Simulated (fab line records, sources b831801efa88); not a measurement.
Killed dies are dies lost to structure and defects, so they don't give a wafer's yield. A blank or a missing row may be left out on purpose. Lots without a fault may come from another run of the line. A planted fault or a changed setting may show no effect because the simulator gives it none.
Tool commonality check | flow sky130 | 14 lots, 42 wafers sampled

WHY IT WAS OPENED
At SKY_SONOS_TUNNEL_TW_MEAS_12 the reading SONOS_TUNNEL_TW is flagged on 2 of 14 lots. Wafers without a fault read 196.7, standard deviation 2.4.
Rule: a lot is flagged when every wafer of it that has a number lies more than 4 standard deviations from that mean, or none has a number. The other lots count as sound.

lot  | measured     | on            | SONOS_TUNNEL_TW, wafer by wafer | flag
L552 | day 11 05:02 | film_metro-01 | 194.5 194.0 195.8               |
L553 | day 11 14:34 | film_metro-01 | 195.3 195.4 194.6               |
L554 | day 12 01:37 | film_metro-02 | 198.5 199.1 198.6               |
L556 | day 12 10:29 | film_metro-02 | 30.2 30.1 30.1                  | FLAGGED
L557 | day 12 18:07 | film_metro-01 | 29.5 29.4 29.3                  | FLAGGED
L566 | day 15 20:00 | film_metro-01 | 194.4 194.2 193.8               |
L567 | day 16 03:06 | film_metro-01 | 194.1 194.2 193.4               |
L568 | day 16 13:43 | film_metro-02 | 197.5 198.6 198.5               |
L569 | day 16 21:10 | film_metro-02 | 197.6 197.6 198.8               |
L570 | day 17 01:51 | film_metro-01 | 195.0 193.7 193.8               |
L571 | day 17 18:55 | film_metro-04 | 199.7 199.1 199.6               |
L572 | day 18 04:41 | film_metro-01 | 194.4 193.3 193.9               |
L573 | day 18 12:26 | film_metro-02 | 196.9 198.1 197.5               |
L574 | day 19 07:13 | film_metro-04 | 199.8 199.8 199.5               |
The numbers of the flagged lots are 29.8 on average: -166.9 against the usual, or -70 standard deviations.

WHICH TOOL RAN EACH LOT
The record holds 1 process step before the reading, out of a route of 708 steps. In each cell: the tool, then ch and the chambers that the sampled wafers went through, then the start.
lot  | flag    | SKY_SONOS_TUNNEL_IMPLANT_09
L552 |         | implanter-04 ch 0, day 11 04:37
L553 |         | implanter-04 ch 0, day 11 14:09
L554 |         | implanter-04 ch 0, day 12 01:12
L556 | FLAGGED | implanter-02, day 12 10:03
L557 | FLAGGED | implanter-01, day 12 17:29
L566 |         | implanter-01 ch 0, day 15 19:31
L567 |         | implanter-02 ch 0, day 16 02:37
L568 |         | implanter-02 ch 0, day 16 13:19
L569 |         | implanter-04 ch 0, day 16 20:45
L570 |         | implanter-01 ch 0, day 17 01:25
L571 |         | implanter-01 ch 0, day 17 18:30
L572 |         | implanter-02 ch 0, day 18 04:17
L573 |         | implanter-01 ch 0, day 18 12:01
L574 |         | implanter-04 ch 0, day 19 06:48
What these steps do:
- SKY_SONOS_TUNNEL_IMPLANT_09
- SKY_SONOS_TUNNEL_TW_MEAS_12

FLAGGED OVER TOTAL, TOOL BY TOOL (the gauges that took the reading come last)
step                        | tool          | lots run | flagged | share of the flagged lots | sound lots run after its first flagged lot
SKY_SONOS_TUNNEL_IMPLANT_09 | implanter-01  | 5        | 1       | some                      | 4 (L566,L570,L571,L573)
SKY_SONOS_TUNNEL_IMPLANT_09 | implanter-02  | 4        | 1       | some                      | 3 (L567,L568,L572)
SKY_SONOS_TUNNEL_IMPLANT_09 | implanter-04  | 5        | 0       | none                      | -
SKY_SONOS_TUNNEL_TW_MEAS_12 | film_metro-01 | 7        | 1       | some                      | 4 (L566,L567,L570,L572)
SKY_SONOS_TUNNEL_TW_MEAS_12 | film_metro-02 | 5        | 1       | some                      | 3 (L568,L569,L573)
SKY_SONOS_TUNNEL_TW_MEAS_12 | film_metro-04 | 2        | 0       | none                      | -

WHAT THE TABLE ALLOWS
No row of the table ran every flagged lot.

WHAT THE SIMULATOR HAD PUT IN
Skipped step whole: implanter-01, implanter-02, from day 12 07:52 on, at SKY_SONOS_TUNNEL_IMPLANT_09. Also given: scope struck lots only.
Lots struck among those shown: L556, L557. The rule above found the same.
